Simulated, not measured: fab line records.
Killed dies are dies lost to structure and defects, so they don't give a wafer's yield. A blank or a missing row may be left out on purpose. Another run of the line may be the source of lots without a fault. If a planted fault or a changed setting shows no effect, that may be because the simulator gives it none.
fab line records	flow gf180mcu
record lots=10	wafers=30	last_day=33
route steps=602 shown V2@385 M3@426
lots that met no fault: from a run of the same line without faults
start_h: start of the lot's first displayed wafer, in hours after the record's first day	wait_h: hours since the lot's step before	" as in the row above	L1.1+2: a single row standing in for several wafers	- either no value or no given start	* or withheld: withheld	< > ~ a bound
route shown NAME@n: names a module that has steps shown in the file, with the first one's number in the route	usual: mean/standard deviation of fault-free wafers	same: alike in all rows	chamber/n: place in a boat	sites: each site's reading	_std_site: their standard deviation	_edge_site: outer sites' mean less inner sites'	radius_mm: for every site, how far away it sits from the centre of the wafer	mask NAME#n: copy n	behind: tool/chamber where the wafer was last shaped	hold: what put the lot on hold/how long, in hours/how the hold closed	device: which transistor (n, p or np) failed to switch	end of line: the tests these same wafers got at the end of their route	a step with no rows: only its recipe	killed: dies lost to structure and defects at the first sort, not the wafer's yield	map: shows each die of a wafer: x if killed, . if not, _ if none is there
set.NAME: the setting that was run; set.NAME@STEP: the one run at that earlier step	model.NAME: the simulator's own value behind a step, which no gauge read
the route's steps for a sample of lots (tables are steps, rows are wafers)
services: a tool's chamber out of use, with start hour (start_h, from the record's first day; less than 0 if before it), hours out, and reason
## steps
# step GF_V2_THK_MEAS_03
# recipe reads=SiO2_of_V2_CVD_02
# usual V2_CVD_02_THK=842/15
lot.wafer	tool	chamber	start_h	wait_h	V2_CVD_02_THK[nm]
L946.2	film_metro-04	-	441.86	0.0	803
L946.4	"	-	"	"	842
L946.5	"	-	"	"	848
L948.2	film_metro-03	-	463.06	0.0	829
L948.5	"	-	"	"	835
L948.6	"	-	"	"	832
L949.2	film_metro-03	-	475.35	0.0	847
L949.3	"	-	"	"	856
L949.5	"	-	"	"	874
L950.1	film_metro-03	-	482.05	0.0	812
L950.5	"	-	"	"	850
L950.6	"	-	"	"	861
L951.3	film_metro-03	-	497.71	0.1	829
L951.4	"	-	"	"	866
L951.6	"	-	"	"	848
L953.1	film_metro-01	-	522.72	0.0	844
L953.2	"	-	"	"	850
L953.3	"	-	"	"	831
L954.4	film_metro-04	-	528.46	0.0	873
L954.5	"	-	"	"	853
L954.6	"	-	"	"	835
L960.2	film_metro-03	-	572.51	0.0	837
L960.3	"	-	"	"	832
L960.6	"	-	"	"	839
L961.1	film_metro-04	-	577.32	0.0	837
L961.4	"	-	"	"	843
L961.5	"	-	"	"	843
L964.1	film_metro-01	-	603.70	0.0	813
L964.2	"	-	"	"	830
L964.6	"	-	"	"	831
# step GF_V2_STRIP_18
# recipe chemistry=O2/N2	power_w=1400	pressure_mtorr=1500	platen_temp_c=250	o2_flow_sccm=3000	n2_flow_sccm=300	overash_fraction=0.5
# usual chamber_pressure_mTorr=1500.1/1.1	drypump_motor_current_A=5.49/0.27	heater_power_w=319/40	n2_flow_sccm=300.0/0.97	oes_product_au=0.593/0.005
lot.wafer	tool	chamber	start_h	wait_h	chamber_pressure_mTorr	drypump_motor_current_A	heater_power_w	n2_flow_sccm	oes_product_au	rf_hours_counter_h
L946.2	plasma_asher-02	1	466.96	-	1499.4	5.52	311	300.0	0.593	85
L946.4	"	1	"	"	1502.4	5.54	309	299.8	0.592	-
L946.5	"	0	"	"	1499.4	5.52	288	302.8	0.601	-
L948.2	plasma_asher-01	1	489.80	-	1499.4	5.99	388	300.7	0.589	5
L948.5	"	0	"	"	1501.0	5.49	375	298.4	0.597	-
L948.6	"	1	"	"	1500.4	5.99	391	300.3	0.593	-
L949.2	plasma_asher-01	0	500.35	-	1502.4	5.49	380	298.4	0.593	6
L949.3	"	1	"	"	1500.6	5.94	386	301.0	0.593	-
L949.5	"	1	"	"	1499.4	5.95	383	300.0	0.589	-
L950.1	plasma_asher-01	0	506.86	-	1500.4	5.51	372	298.7	0.590	7
L950.5	"	0	"	"	1498.6	5.50	372	299.2	0.590	-
L950.6	"	1	"	"	1498.2	5.94	389	299.7	0.593	-
L951.3	plasma_asher-04	1	522.24	-	1501.6	4.84	324	300.7	0.604	-
L951.4	"	0	"	"	1500.0	5.42	291	300.3	0.585	-
L951.6	"	1	"	"	1500.4	4.84	324	301.4	0.593	-
L953.1	plasma_asher-02	1	545.86	-	1498.0	5.53	303	301.4	0.590	93
L953.2	"	0	"	"	1500.3	5.53	281	300.0	0.596	93
L953.3	"	0	"	"	1499.4	5.53	285	299.8	0.597	-
L954.4	plasma_asher-02	1	551.95	-	1499.9	5.54	298	300.6	0.587	-
L954.5	"	1	"	"	1500.0	5.52	302	299.0	0.589	-
L954.6	"	0	"	"	1499.4	5.50	277	300.5	0.589	-
L960.2	plasma_asher-04	1	595.40	-	1500.6	4.85	324	301.2	0.591	48
L960.3	"	0	"	"	1500.2	5.42	291	299.8	0.598	-
L960.6	"	0	"	"	1500.1	5.41	293	299.9	0.591	-
L961.1	plasma_asher-02	1	600.01	-	1500.8	5.52	303	300.3	0.589	98
L961.4	"	1	"	"	1498.7	5.53	303	300.8	0.590	-
L961.5	"	0	"	"	1501.1	5.51	284	300.4	0.588	-
L964.1	plasma_asher-02	0	625.22	-	1497.3	5.55	278	299.3	0.591	100
L964.2	"	1	"	"	1500.4	5.55	314	299.5	0.600	100
L964.6	"	0	"	"	1499.7	5.53	279	299.5	0.605	-
# step GF_V2_CVD_23
# recipe material=W	target_thk_nm=350	time_s=104.94	temp_c=400	pressure_torr=40
# usual heater_power_w=872/82
lot.wafer	tool	chamber	start_h	wait_h	heater_power_w	since_wet_clean_h
L946.2	cvd_w-02	0	467.61	0.0	832	564
L946.4	"	1	"	"	1003	-
L946.5	"	1	"	"	1031	-
L948.2	cvd_w-01	0	490.44	0.0	806	86
L948.5	"	1	"	"	851	-
L948.6	"	0	"	"	797	-
L949.2	cvd_w-02	0	501.02	0.1	836	-
L949.3	"	0	"	"	841	-
L949.5	"	0	"	"	830	-
L950.1	cvd_w-01	0	507.49	0.0	798	104
L950.5	"	1	"	"	860	-
L950.6	"	0	"	"	795	-
L951.3	cvd_w-01	0	522.94	0.1	809	-
L951.4	"	1	"	"	852	-
L951.6	"	1	"	"	859	-
L953.1	cvd_w-02	0	546.50	0.0	819	643
L953.2	"	1	"	"	1044	643
L953.3	"	1	"	"	1038	-
L954.4	cvd_w-02	0	552.59	0.1	830	-
L954.5	"	0	"	"	833	-
L954.6	"	1	"	"	1016	-
L960.2	cvd_w-01	1	596.03	0.0	863	192
L960.3	"	1	"	"	856	-
L960.6	"	0	"	"	808	-
L961.1	cvd_w-01	1	600.65	0.0	885	197
L961.4	"	0	"	"	800	-
L961.5	"	1	"	"	879	-
L964.1	cvd_w-02	1	625.85	0.0	1035	722
L964.2	"	0	"	"	836	722
L964.6	"	0	"	"	851	-
# step GF_V2_RS_MEAS_24
# recipe thk_meas_gauge=four-point-probe	reads=W_of_V2_CVD_23+TiN_of_V2_SPUTTER_22+Ti_of_V2_SPUTTER_21
# usual V2_W_RS=0.328/0.0044
lot.wafer	tool	chamber	start_h	wait_h	V2_W_RS[ohm/sq]
L946.2	film_metro-03	-	467.74	0.1	0.328
L946.4	"	-	"	"	0.332
L946.5	"	-	"	"	0.331
L948.2	film_metro-01	-	490.66	0.2	0.324
L948.5	"	-	"	"	0.329
L948.6	"	-	"	"	0.325
L949.2	film_metro-04	-	501.23	0.2	0.332
L949.3	"	-	"	"	0.331
L949.5	"	-	"	"	0.328
L950.1	film_metro-04	-	507.60	0.1	0.323
L950.5	"	-	"	"	0.322
L950.6	"	-	"	"	0.326
L951.3	film_metro-03	-	523.06	0.1	0.321
L951.4	"	-	"	"	0.327
L951.6	"	-	"	"	0.324
L953.1	film_metro-01	-	546.61	0.1	0.326
L953.2	"	-	"	"	0.333
L953.3	"	-	"	"	0.331
L954.4	film_metro-04	-	552.73	0.1	0.324
L954.5	"	-	"	"	0.321
L954.6	"	-	"	"	0.327
L960.2	film_metro-03	-	596.16	0.1	0.390
L960.3	"	-	"	"	0.392
L960.6	"	-	"	"	0.391
L961.1	film_metro-04	-	600.76	0.1	0.396
L961.4	"	-	"	"	0.386
L961.5	"	-	"	"	0.384
L964.1	film_metro-03	-	625.96	0.1	0.336
L964.2	"	-	"	"	0.323
L964.6	"	-	"	"	0.325
# step GF_V2_THK_MEAS_25
# recipe thk_meas_gauge=xrf	reads=W_of_V2_CVD_23
# usual V2_W_THK=337/5.3
lot.wafer	tool	chamber	start_h	wait_h	V2_W_THK[nm]
L946.2	film_metro-03	-	467.85	0.1	334
L946.4	"	-	"	"	330
L946.5	"	-	"	"	331
L948.2	film_metro-01	-	490.77	0.1	347
L948.5	"	-	"	"	343
L948.6	"	-	"	"	347
L949.2	film_metro-04	-	501.34	0.1	336
L949.3	"	-	"	"	337
L949.5	"	-	"	"	338
L950.1	film_metro-04	-	507.72	0.1	345
L950.5	"	-	"	"	345
L950.6	"	-	"	"	342
L951.3	film_metro-03	-	523.16	0.1	338
L951.4	"	-	"	"	332
L951.6	"	-	"	"	337
L953.1	film_metro-01	-	546.73	0.1	344
L953.2	"	-	"	"	334
L953.3	"	-	"	"	337
L954.4	film_metro-04	-	552.82	0.1	347
L954.5	"	-	"	"	348
L954.6	"	-	"	"	342
L960.2	film_metro-03	-	596.27	0.1	288
L960.3	"	-	"	"	288
L960.6	"	-	"	"	289
L961.1	film_metro-04	-	600.88	0.1	290
L961.4	"	-	"	"	300
L961.5	"	-	"	"	299
L964.1	film_metro-03	-	626.08	0.1	325
L964.2	"	-	"	"	340
L964.6	"	-	"	"	336
# step GF_M3_STRIP_17
# recipe chemistry=O2/N2	power_w=1400	pressure_mtorr=1500	platen_temp_c=250	o2_flow_sccm=3000	n2_flow_sccm=300	overash_fraction=0.5
# usual chamber_pressure_mTorr=1500.2/1.4	drypump_motor_current_A=5.8/0.51	heater_power_w=359/36	n2_flow_sccm=300.0/0.88	oes_product_au=0.536/0.0051	strip_time_to_endpoint_s=7.37/0.077
lot.wafer	tool	chamber	start_h	wait_h	chamber_pressure_mTorr	drypump_motor_current_A	heater_power_w	n2_flow_sccm	oes_product_au	rf_hours_counter_h	strip_time_to_endpoint_s
L946.2	plasma_asher-03	0	493.21	0.1	1499.0	6.4	383	298.9	0.533	70	7.34
L946.4	"	0	"	"	1499.9	6.4	389	298.9	0.544	-	7.41
L946.5	"	0	"	"	1500.5	6.4	383	299.0	0.541	-	7.40
L948.2	plasma_asher-03	0	515.81	0.1	1496.9	6.4	389	298.0	0.537	73	7.46
L948.5	"	0	"	"	1501.4	6.4	384	298.9	0.544	-	7.46
L948.6	"	1	"	"	1498.7	6.3	325	301.3	0.538	-	7.57
L949.2	plasma_asher-03	0	526.05	0.1	1501.4	6.4	394	301.1	0.545	74	7.55
L949.3	"	0	"	"	1499.7	6.4	385	301.6	0.539	-	7.48
L949.5	"	0	"	"	1499.1	6.4	389	301.6	0.536	-	7.43
L950.1	plasma_asher-03	1	532.73	0.2	1500.0	6.3	320	299.8	0.540	74	7.40
L950.5	"	1	"	"	1500.0	6.4	328	298.8	0.537	-	7.41
L950.6	"	0	"	"	1499.7	6.4	397	299.6	0.532	-	7.37
L951.3	plasma_asher-01	1	546.56	0.1	1502.9	6.0	389	301.4	0.537	-	7.43
L951.4	"	0	"	"	1498.8	5.5	378	300.1	0.540	-	7.53
L951.6	"	1	"	"	1499.8	6.0	393	301.1	0.542	-	7.49
L953.1	plasma_asher-01	0	569.95	0.1	1499.3	5.5	376	301.0	0.546	14	7.31
L953.2	"	1	"	"	1501.5	6.0	399	301.7	0.539	14	7.46
L953.3	"	0	"	"	1499.1	5.5	385	298.9	0.532	-	7.37
L954.4	plasma_asher-01	1	575.69	0.1	1501.0	6.0	397	299.9	0.533	-	7.30
L954.5	"	1	"	"	1502.0	5.9	386	300.2	0.532	-	7.34
L954.6	"	0	"	"	1498.5	5.5	382	298.5	0.544	-	7.48
L960.2	plasma_asher-04	1	618.46	0.1	1499.4	4.9	321	302.2	0.541	51	7.37
L960.3	"	1	"	"	1500.7	4.9	336	301.1	0.540	-	7.42
L960.6	"	1	"	"	1499.8	4.9	335	302.2	0.540	-	7.37
L961.1	plasma_asher-01	0	622.71	0.1	1500.2	5.5	378	299.6	0.531	20	7.37
L961.4	"	0	"	"	1499.2	5.5	378	300.5	0.537	-	7.33
L961.5	"	1	"	"	1498.9	5.9	397	299.8	0.532	-	7.33
L964.1	plasma_asher-03	0	647.08	0.1	1498.8	6.4	378	299.2	0.531	86	7.33
L964.2	"	1	"	"	1501.3	6.4	323	299.9	0.543	86	7.36
L964.6	"	1	"	"	1502.0	6.4	341	300.2	0.527	-	7.28
## services
tool	chamber	start_h	hours	kind
plasma_asher-01	-	449.37	3.7	repair
plasma_asher-01	-	451.61	1.5	repair
plasma_asher-02	-	471.55	0.9	repair
cvd_w-02	1	473.81	2.4	repair
cvd_w-02	1	491.89	13.0	repair
cvd_w-02	0	492.65	4.2	repair
cvd_w-02	-	511.09	0.2	repair
plasma_asher-03	-	586.02	2.8	pm
plasma_asher-02	-	608.44	8.0	repair
cvd_w-01	-	618.64	2.8	pm
cvd_w-01	-	625.30	0.6	repair
plasma_asher-01	-	644.29	5.6	repair
## key
first_sign step=GF_V2_RS_MEAS_24	reading=V2_W_RS	direction=up	sigmas=14	usual=0.328	struck=0.390
effect step=GF_V2_THK_MEAS_25	reading=V2_W_THK	direction=down	sigmas=8.5	usual=337	struck=292
met_at GF_V2_CVD_23
struck_lots L960,L961
not_acting_at GF_V2_THK_MEAS_03,GF_V2_STRIP_18,GF_M3_STRIP_17
onset_between 522.94 596.03
fault kind=site_profile_drift	tool=cvd_w-01	chamber=-	onset_h=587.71	steps=GF_V2_CVD_23	basis=fraction	max_abs_drift=0.30143	slope_share_per_hr=66.985	site_pattern=0,0,0,0,0,-1,-1,-1,-1
